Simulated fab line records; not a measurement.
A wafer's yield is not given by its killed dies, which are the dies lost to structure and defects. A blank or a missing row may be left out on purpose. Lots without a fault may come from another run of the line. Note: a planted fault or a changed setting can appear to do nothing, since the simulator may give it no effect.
fab line records | flow gf180mcu | part 2 of 2: steps 28 to 37 of 37
record: lots: 5 | wafers: 15 | lastDay: 34
route steps=602 shown V1@337 M2@362
lots with no fault: from the same line, run without faults
startH: the number of hours between the record's first day and the start of the first shown wafer of the lot | waitH: time in hours since the lot's previous step | " same as the row above | L1.1+2: a single row standing in for several wafers | - no value, or no start was given | * or withheld: withheld | < > ~ a bound
route shown NAME@n: names a module that has steps shown in the file, with the first one's number in the route | usual: mean/standard deviation of fault-free wafers | same: alike in all rows | chamber/n: place in a boat | sites: per-site readings | _std_site: the standard deviation of these | _edge_site: the outer-site mean with the inner-site mean subtracted | radiusMm: for every site, how far away it sits from the centre of the wafer | mask NAME#n: copy n | behind: the last tool/chamber to shape the wafer | hold: reason for holding the lot/hours on hold/outcome of the hold | device: names the non-switching transistor (n, p or np) | end of line: the route-end tests of the same wafers | a step without rows: its recipe alone | killed: dies that structure and defects cost at the first sort, which is not the same as the wafer's yield | map: a wafer's dies, marking killed ones x, the rest . and places with no die _
set.NAME: setting as actually run; set.NAME@STEP: the setting as run at that earlier step | model.NAME: the simulator's own value behind a step, which no gauge read
lots at selected steps of the route; one table per step, one row per wafer
services: from which hour (startH, from the record's first day; less than 0 if before it) a tool's chamber was out of use, for how many hours, and why
== steps ==
step: GF_M2_SPUTTER_02
recipe: material: AlCu | targetThkNm: 450 | powerW: 10600 | timeS: 23.9 | chamberPressurePa: 0.4
usual: chamberPressurePa: 0.4000/0.00088 | throttleValvePct: 29.8/0.91
lot.wafer | tool          | chamber | startH | waitH | chamberPressurePa | throttleValvePct
L080.1    | pvdSputter-03 | -       | 472.07 | 0.0   | 0.3988            | 29.3
L080.2    | "             | -       | "      | "     | 0.4010            | 30.7
L080.3    | "             | -       | "      | "     | 0.4004            | 28.4
L081.2    | pvdSputter-03 | -       | 486.00 | 0.0   | 0.3989            | 30.2
L081.5    | "             | -       | "      | "     | 0.3995            | 28.7
L081.6    | "             | -       | "      | "     | 0.4004            | 29.3
L082.1    | pvdSputter-03 | -       | 488.00 | 0.0   | 0.3991            | 29.4
L082.2    | "             | -       | "      | "     | 0.4004            | 30.5
L082.5    | "             | -       | "      | "     | 0.4003            | 30.3
L096.3    | pvdSputter-01 | -       | 594.76 | 0.0   | 0.3988            | 30.0
L096.4    | "             | -       | "      | "     | 0.3996            | 30.4
L096.6    | "             | -       | "      | "     | 0.4006            | 30.3
L097.1    | pvdSputter-01 | -       | 603.64 | 0.0   | 0.3993            | 30.3
L097.4    | "             | -       | "      | "     | 0.3986            | 30.9
L097.6    | "             | -       | "      | "     | 0.4005            | 30.4
step: GF_M2_SPUTTER_03
recipe: material: Ti | targetThkNm: 10 | substrateTempC: 300 | chamberPressurePa: 0.3 | powerW: 3000 | timeS: 6.7
usual: chamberPressurePa: 0.3000/0.00062 | substrateTempC: 299.98/0.22 | throttleValvePct: 29.8/0.91
lot.wafer | tool          | chamber | startH | waitH | chamberPressurePa | substrateTempC | throttleValvePct
L080.1    | pvdSputter-03 | -       | 472.10 | 0.0   | 0.3003            | 300.13         | 29.7
L080.2    | "             | -       | "      | "     | 0.3000            | 300.40         | 30.7
L080.3    | "             | -       | "      | "     | 0.2994            | 300.39         | 28.7
L081.2    | pvdSputter-03 | -       | 486.03 | 0.0   | 0.3004            | 299.76         | 30.8
L081.5    | "             | -       | "      | "     | 0.2986            | 300.29         | 28.4
L081.6    | "             | -       | "      | "     | 0.3008            | 300.10         | 29.5
L082.1    | pvdSputter-03 | -       | 488.03 | 0.0   | 0.2994            | 299.95         | 29.5
L082.2    | "             | -       | "      | "     | 0.2998            | 299.81         | 30.6
L082.5    | "             | -       | "      | "     | 0.3000            | 300.00         | 30.3
L096.3    | pvdSputter-01 | -       | 594.79 | 0.0   | 0.2994            | 299.72         | 29.9
L096.4    | "             | -       | "      | "     | 0.3002            | 299.75         | 30.3
L096.6    | "             | -       | "      | "     | 0.3008            | 299.94         | 30.5
L097.1    | pvdSputter-01 | -       | 603.67 | 0.0   | 0.3007            | 299.94         | 30.3
L097.4    | "             | -       | "      | "     | 0.3005            | 300.30         | 30.9
L097.6    | "             | -       | "      | "     | 0.2985            | 300.17         | 30.2
step: GF_M2_SPUTTER_04
recipe: material: TiN | targetThkNm: 50 | powerW: 6500 | timeS: 41.7 | chamberPressurePa: 0.4
usual: chamberPressurePa: 0.3999/0.00072 | throttleValvePct: 29.8/0.88
lot.wafer | tool          | chamber | startH | waitH | chamberPressurePa | throttleValvePct
L080.1    | pvdSputter-03 | -       | 472.12 | 0.0   | 0.3997            | 29.5
L080.2    | "             | -       | "      | "     | 0.4004            | 30.2
L080.3    | "             | -       | "      | "     | 0.3992            | 28.3
L081.2    | pvdSputter-03 | -       | 486.05 | 0.0   | 0.4012            | 30.5
L081.5    | "             | -       | "      | "     | 0.3999            | 28.6
L081.6    | "             | -       | "      | "     | 0.3991            | 29.4
L082.1    | pvdSputter-03 | -       | 488.05 | 0.0   | 0.3996            | 29.5
L082.2    | "             | -       | "      | "     | 0.3992            | 30.3
L082.5    | "             | -       | "      | "     | 0.4004            | 30.2
L096.3    | pvdSputter-01 | -       | 594.81 | 0.0   | 0.4005            | 29.7
L096.4    | "             | -       | "      | "     | 0.4007            | 30.4
L096.6    | "             | -       | "      | "     | 0.4001            | 30.5
L097.1    | pvdSputter-01 | -       | 603.69 | 0.0   | 0.3999            | 30.4
L097.4    | "             | -       | "      | "     | 0.3994            | 30.5
L097.6    | "             | -       | "      | "     | 0.3989            | 30.5
step: GF_M2_RS_MEAS_05
recipe: thkMeasGauge: four-point-probe | reads: TiN_of_M2_SPUTTER_04+Ti_of_M2_SPUTTER_03+AlCu_of_M2_SPUTTER_02+TiN_of_M2_SPUTTER_01+Ti_of_M2_SPUTTER_00
usual: M2_ALCU_RS: 0.0692/0.00076
lot.wafer | tool         | chamber | startH | waitH | M2_ALCU_RS[ohm/sq]
L080.1    | filmMetro-03 | -       | 472.16 | 0.0   | 0.0683
L080.2    | "            | -       | "      | "     | 0.0694
L080.3    | "            | -       | "      | "     | 0.0696
L081.2    | filmMetro-02 | -       | 486.11 | 0.0   | 0.0705
L081.5    | "            | -       | "      | "     | 0.0701
L081.6    | "            | -       | "      | "     | 0.0698
L082.1    | filmMetro-03 | -       | 488.09 | 0.0   | 0.0692
L082.2    | "            | -       | "      | "     | 0.0691
L082.5    | "            | -       | "      | "     | 0.0681
L096.3    | filmMetro-03 | -       | 594.89 | 0.1   | 0.0706
L096.4    | "            | -       | "      | "     | 0.0697
L096.6    | "            | -       | "      | "     | 0.0696
L097.1    | filmMetro-02 | -       | 603.73 | 0.0   | 0.0688
L097.4    | "            | -       | "      | "     | 0.0704
L097.6    | "            | -       | "      | "     | 0.0690
step: GF_M2_THK_MEAS_06
recipe: thkMeasGauge: xrf | reads: AlCu_of_M2_SPUTTER_02
usual: M2_ALCU_THK: 452/5.4
lot.wafer | tool         | chamber | startH | waitH | M2_ALCU_THK[nm]
L080.1    | filmMetro-03 | -       | 472.28 | 0.1   | 460
L080.2    | "            | -       | "      | "     | 452
L080.3    | "            | -       | "      | "     | 452
L081.2    | filmMetro-02 | -       | 486.22 | 0.1   | 444
L081.5    | "            | -       | "      | "     | 448
L081.6    | "            | -       | "      | "     | 448
L082.1    | filmMetro-03 | -       | 488.21 | 0.1   | 451
L082.2    | "            | -       | "      | "     | 452
L082.5    | "            | -       | "      | "     | 460
L096.3    | filmMetro-03 | -       | 594.99 | 0.1   | 444
L096.4    | "            | -       | "      | "     | 448
L096.6    | "            | -       | "      | "     | 450
L097.1    | filmMetro-02 | -       | 603.85 | 0.1   | 456
L097.4    | "            | -       | "      | "     | 446
L097.6    | "            | -       | "      | "     | 457
step: GF_M2_DEHYDRATE_07
recipe: tempC: 200 | timeS: 60
usual: heaterPowerTotalW: 160.38/0.12
lot.wafer | tool          | chamber | startH | waitH | heaterPowerTotalW
L080.1    | lithoTrack-02 | 0       | 483.92 | 11.6  | 160.30
L080.2    | "             | 0       | "      | "     | 160.49
L080.3    | "             | 0       | "      | "     | 160.53
L081.2    | lithoTrack-03 | 0       | 497.38 | 11.1  | 160.46
L081.5    | "             | 0       | "      | "     | 160.35
L081.6    | "             | 0       | "      | "     | 160.29
L082.1    | lithoTrack-03 | 0       | 499.25 | 11.0  | 160.39
L082.2    | "             | 0       | "      | "     | 160.22
L082.5    | "             | 0       | "      | "     | 160.11
L096.3    | lithoTrack-01 | 0       | 605.08 | 10.1  | 160.32
L096.4    | "             | 0       | "      | "     | 160.55
L096.6    | "             | 0       | "      | "     | 160.38
L097.1    | lithoTrack-02 | 0       | 613.37 | 9.5   | 160.41
L097.4    | "             | 0       | "      | "     | 160.46
L097.6    | "             | 0       | "      | "     | 160.36
step: GF_M2_HMDS_08
recipe: primeTimeS: 60 | primeTempC: 120
lot.wafer  | tool          | chamber | startH | waitH
L080.1+2+3 | lithoTrack-02 | 0       | 484.07 | 0.1
L081.2+5+6 | lithoTrack-03 | 0       | 497.53 | 0.1
L082.1+2+5 | lithoTrack-03 | 0       | 499.40 | 0.1
L096.3+4+6 | lithoTrack-01 | 0       | 605.23 | 0.1
L097.1+4+6 | lithoTrack-02 | 0       | 613.52 | 0.1
step: GF_M2_COAT_09
recipe: resist: KrF | spinRpm: withheld | resistThkNm: 1000
lot.wafer  | tool          | chamber | startH | waitH
L080.1+2+3 | lithoTrack-02 | 0       | 484.22 | 0.1
L081.2+5+6 | lithoTrack-03 | 0       | 497.68 | 0.1
L082.1+2+5 | lithoTrack-03 | 0       | 499.55 | 0.1
L096.3+4+6 | lithoTrack-01 | 0       | 605.38 | 0.1
L097.1+4+6 | lithoTrack-02 | 0       | 613.67 | 0.1
step: GF_M2_SOFTBAKE_10
recipe: tempC: 130 | timeS: 60 | resist: KrF
usual: heaterPowerTotalW: 93.05/0.057
lot.wafer | tool          | chamber | startH | waitH | heaterPowerTotalW
L080.1    | lithoTrack-02 | 0       | 484.37 | 0.1   | 93.04
L080.2    | "             | 0       | "      | "     | 93.10
L080.3    | "             | 0       | "      | "     | 92.98
L081.2    | lithoTrack-03 | 0       | 497.83 | 0.1   | 93.13
L081.5    | "             | 0       | "      | "     | 93.15
L081.6    | "             | 0       | "      | "     | 93.01
L082.1    | lithoTrack-03 | 0       | 499.70 | 0.1   | 92.95
L082.2    | "             | 0       | "      | "     | 93.02
L082.5    | "             | 0       | "      | "     | 93.15
L096.3    | lithoTrack-01 | 0       | 605.53 | 0.1   | 92.98
L096.4    | "             | 0       | "      | "     | 92.93
L096.6    | "             | 0       | "      | "     | 93.02
L097.1    | lithoTrack-02 | 0       | 613.82 | 0.1   | 93.03
L097.4    | "             | 0       | "      | "     | 93.08
L097.6    | "             | 0       | "      | "     | 93.06
step: GF_M2_EXPOSE_11
recipe: maskId: Metal2 | targetCdNm: 280 | na: 0.68 | sourceShape: conventional | sigmaOuter: 0.6 | doseMj: 27.37
lot.wafer  | tool          | chamber | startH | waitH | mask
L080.1+2+3 | krfScanner-01 | 0       | -      | -     | Metal2#0
L081.2+5+6 | krfScanner-01 | 0       | -      | -     | Metal2#0
L082.1+2+5 | krfScanner-01 | 0       | -      | -     | Metal2#0
L096.3+4+6 | krfScanner-02 | 0       | -      | -     | Metal2#0
L097.1+4+6 | krfScanner-01 | 0       | -      | -     | Metal2#0
== services ==
tool          | chamber | startH | hours | kind
cvdW-02       | -       | 428.73 | 6.0   | pm
pvdSputter-01 | -       | 434.63 | 2.9   | repair
rieDiel-01    | -       | 439.68 | 0.6   | repair
pecvd-01      | 0       | 442.13 | 22.8  | repair
cmp-02        | -       | 447.78 | 1.9   | repair
pvdSputter-03 | -       | 454.13 | 1.9   | repair
krfScanner-01 | -       | 460.04 | 1.3   | pm
cmp-01        | -       | 462.85 | 4.0   | repair
krfScanner-02 | -       | 468.26 | 0.8   | pm
pvdSputter-03 | -       | 477.96 | 1.2   | repair
krfScanner-02 | -       | 486.91 | 1.0   | pm
pvdSputter-01 | -       | 510.13 | 2.7   | repair
krfScanner-01 | -       | 513.64 | 1.0   | pm
krfScanner-01 | -       | 527.29 | 0.8   | pm
cmp-02        | -       | 529.69 | 1.1   | repair
rieDiel-01    | 2       | 531.17 | 34.9  | repair
cmp-02        | -       | 531.84 | 7.0   | pm
rieDiel-01    | 1       | 538.86 | 4.4   | repair
pvdSputter-03 | -       | 544.95 | 1.1   | repair
rieDiel-01    | 1       | 561.57 | 13.7  | repair
cmp-01        | -       | 572.00 | 4.0   | pm
cmp-01        | -       | 588.73 | 1.0   | repair
cmp-01        | -       | 592.49 | 0.5   | repair
rieDiel-01    | 0       | 608.24 | 22.9  | repair
